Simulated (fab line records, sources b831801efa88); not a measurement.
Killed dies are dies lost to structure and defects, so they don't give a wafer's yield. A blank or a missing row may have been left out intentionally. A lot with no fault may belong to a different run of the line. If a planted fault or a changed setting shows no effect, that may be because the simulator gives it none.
A struck lot beside a sound one / flow sky130 / 44 steps out of a route of 708
Sound: these wafers, L764.2, L764.3, L764.5. Struck: wafer L778.5 (L778.1, L778.2, from the same lot, were not struck and are left out); the cause is given at the end.
At each step with rows: each side's tool, then ch and its chambers, then its first start. Under that, the readings that differ: sound wafers / struck wafers / difference of the means / sigmas: that difference in standard deviations of wafers without a fault.
alike: readings with means less than 2 such deviations apart, plus words and numbers identical on both sides. not compared: withheld readings, readings lacking a value on some wafer, bounds such as >300 that could conceal the same value, and numbers that have no deviation in the record and whose values overlap.
Wherever a step has rows on one side only, a row that says differs or no value, or a row with sigmas, the two part there. When numbers do not overlap yet have no deviation, they are printed without sigmas and do not part them. A reading that every wafer of one side lacks parts them only if that side has two wafers or more.

SKY_SONOS_ONO_THK_MEAS_03:
  sound on film metro-01, day 12 09:19; struck on film metro-02, day 16 12:32
  alike: SONOS_ONO_CVD_02_THK
then, 1 step without rows for these wafers: SKY_SONOS_ONO_CVD_04 (deposits SiO2 from SiH4/N2O, target thk 5.7199 nm).
SKY_SONOS_ONO_THK_MEAS_05:
  sound on film metro-04, day 12 10:38; struck on film metro-02, day 16 13:51
  alike: SONOS_ONO_CVD_04_THK
then, 7 steps without rows for these wafers: SKY_SONOS_ONO_DEHYDRATE_06 (time 60 s); SKY_SONOS_ONO_HMDS_07 (prime time 60 s); SKY_SONOS_ONO_COAT_08 (resist thk 1140 nm); SKY_SONOS_ONO_SOFTBAKE_09 (time 60 s); SKY_SONOS_ONO_EXPOSE_10 (exposes mask ONOM, target cd 410 nm); SKY_SONOS_ONO_PEB_11; SKY_SONOS_ONO_DEVELOP_12 (develop time 60 s).
SKY_SONOS_ONO_CD_MEAS_13: the cd target is 410 nm.
  sound on cd sem-02, day 13 10:56; struck on cd sem-02, day 17 17:55
reading=cd nm (nm); sound=406.1 405.2 408.4; struck=416.1; difference=+9.5; sigmas=+4
SKY_SONOS_ONO_OVL_MEAS_14:
  sound on overlay-01, day 13 11:02; struck on overlay-02, day 17 18:02
  alike: SONOS_ONO_OVL
SKY_SONOS_ONO_ETCH_15: etches the open film in CHF3/O2, target depth 19.52 nm, time 7.8 s.
  sound on rie diel-02 ch 0,1,2, day 13 11:04; struck on rie diel-01 ch 2, day 17 18:04
reading=model.etch.depth nm (nm); sound=19.17 19.58 19.57; struck=2.335; difference=-17.105; sigmas=
reading=model.SONOS_ONO.feature depth nm (nm); sound=19.17 19.58 19.57; struck=2.335; difference=-17.105; sigmas=
reading=model.NOVOLAK_of_SONOS_ONO_COAT_08.thk nm (nm); sound=1124 1120 1121; struck=1143; difference=+21; sigmas=
  alike: O2_flow_sccm, drypump motor current A, oes product au, throttle valve pct
  not compared: rf hours counter h
then, 1 step without rows for these wafers: SKY_SONOS_ONO_WET_ETCH_16 (etches SiO2 in dHF, target depth 14 nm, time 280 s).
SKY_SONOS_ONO_STRIP_17: strips in O2/N2.
  sound on plasma asher-01 ch 1, day 13 11:11; struck on plasma asher-01 ch 1, day 17 18:11
reading=strip time to endpoint s (s); sound=14.09 14.06 14.08; struck=14.32; difference=+0.24; sigmas=+5
  alike: drypump motor current A, oes product au
  not compared: rf hours counter h
then, 3 steps without rows for these wafers: SKY_SONOS_ONO_WET_ETCH_18 (etches Si3N4 in H3PO4, target depth 15 nm, time 172 s); SKY_GATE_OXIDE_CLEAN_00 (cleans in SC1/SC2, time 150 s); SKY_GATE_OXIDE_OXIDATION_01 (stabilise 600 s, purge 300 s, target thk 10.268 nm).
SKY_GATE_OXIDE_THK_MEAS_02:
  sound on film metro-02, day 13 21:08; struck on film metro-03, day 17 20:27
reading=GATE_OXIDE_OXIDATION_00_THK (nm); sound=10.23 10.02 10.25; struck=10.66; difference=+0.49; sigmas=+3
then, 7 steps without rows for these wafers: SKY_GATE_OXIDE_DEHYDRATE_03 (time 60 s); SKY_GATE_OXIDE_HMDS_04 (prime time 60 s); SKY_GATE_OXIDE_COAT_05 (resist thk 1140 nm); SKY_GATE_OXIDE_SOFTBAKE_06 (time 60 s); SKY_GATE_OXIDE_EXPOSE_07 (exposes mask LVOM, target cd 600 nm); SKY_GATE_OXIDE_PEB_08; SKY_GATE_OXIDE_DEVELOP_09 (develop time 60 s).
SKY_GATE_OXIDE_OVL_MEAS_10:
  sound on overlay-02, day 14 23:37; struck on overlay-01, day 19 02:52
  alike: GATE_OXIDE_OVL
then, 2 steps without rows for these wafers: SKY_GATE_OXIDE_IMPLANT_11; SKY_GATE_OXIDE_WET_ETCH_12 (etches SiO2 in dHF, target depth 16.8 nm, time 336 s).
SKY_GATE_OXIDE_STRIP_13: strips in O2/N2.
  sound on plasma asher-04 ch 0,1, day 14 23:53; struck on plasma asher-02 ch 1, day 19 03:10
  alike: drypump motor current A, oes product au, strip time to endpoint s
  not compared: rf hours counter h
SKY_GATE_OXIDE_TW_MEAS_14:
  sound on film metro-02, day 15 00:00; struck on film metro-01, day 19 03:16
  alike: GATE_OXIDE_TW
then, 3 steps without rows for these wafers: SKY_GATE_OXIDE_CLEAN_15 (cleans in SC1/SC2, time 150 s); SKY_GATE_OXIDE_OXIDATION_16 (stabilise 600 s, purge 300 s, target thk 3.57 nm); SKY_POLY_GATE_CVD_00 (deposits poly-Si, target thk 180 nm, time 720 s).
SKY_POLY_GATE_THK_MEAS_01:
  sound on film metro-04, day 15 07:58; struck on film metro-03, day 19 07:05
  alike: POLY_GATE_CVD_00_THK
then, 7 steps without rows for these wafers: SKY_RES_PROTECT_DEHYDRATE_00 (time 60 s); SKY_RES_PROTECT_HMDS_01 (prime time 60 s); SKY_RES_PROTECT_COAT_02 (resist thk 1140 nm); SKY_RES_PROTECT_SOFTBAKE_03 (time 60 s); SKY_RES_PROTECT_EXPOSE_04 (exposes mask RPM, target cd 1270 nm); SKY_RES_PROTECT_PEB_05; SKY_RES_PROTECT_DEVELOP_06 (develop time 60 s).
-- the record jumps here: 13 days lie between the struck wafers' starts before and after (it left off in module RES_PROTECT and takes up again in module SALICIDE, whose first step shown is number 361 of the route) --
SKY_SALICIDE_CLEAN_00: cleans in HF-last, time 30 s.
  sound on wet bench-02 ch 2, day 29 13:04; struck on wet bench-01 ch 1, day 32 14:46
reading=model.SiO2_of_FIELD_ISO_CVD_24.thk nm (nm); sound=357.3 361.1 360.6; struck=361.7; difference=+2.0; sigmas=
-- the record jumps here: 17 days lie between the struck wafers' starts before and after (it left off in module SALICIDE and takes up again in module PAD_OPEN, whose first step shown is number 708 of the route) --
SKY_PAD_OPEN_PROBE_99:
  sound on prober-01, day 46 11:38; struck on prober-01, day 49 04:37
reading=killed at other; sound=2 1 1; struck=0; difference=-1; sigmas=-2
reading=model.etest.nfet_16v.r on ohm um; sound=1.398e+04 1.402e+04 1.402e+04; struck=1.774e+04; difference=+3.733e+03; sigmas=
reading=model.etest.pfet_16v.r on ohm um; sound=1.492e+04 1.566e+04 1.506e+04; struck=1.596e+04; difference=+7.467e+02; sigmas=
reading=model.etest.pfet g5v0d10v5.r on ohm um; sound=4774 4780 4759; struck=5687; difference=+916; sigmas=
reading=model.etest.nfet g5v0d10v5.r on ohm um; sound=1913 1923 1925; struck=2521; difference=+601; sigmas=
reading=model.etest.nfet g5v0d10v5.drive ua um; sound=600.2 606.7 600.9; struck=389.2; difference=-213.4; sigmas=
reading=model.etest.tip sonos.rs ohm sq; sound=2713 2680 2741; struck=2940; difference=+229; sigmas=
reading=model.etest.nfet_05v0_nvt.drive ua um; sound=566.5 570.7 572.4; struck=413.6; difference=-156.3; sigmas=
reading=model.etest.nfet_16v.drive ua um; sound=221.5 224.7 219.1; struck=129.7; difference=-92.1; sigmas=
  alike: killed_at_M0_to_M3, killed_at_M4_up, killed at contacts, killed at front end, killed dies, killed open, killed short

## WHERE THEY PART
At SKY_SONOS_ONO_CD_MEAS_13 first; at SKY_PAD_OPEN_PROBE_99 last (within this record only).

WHY: what had been put in by the simulator
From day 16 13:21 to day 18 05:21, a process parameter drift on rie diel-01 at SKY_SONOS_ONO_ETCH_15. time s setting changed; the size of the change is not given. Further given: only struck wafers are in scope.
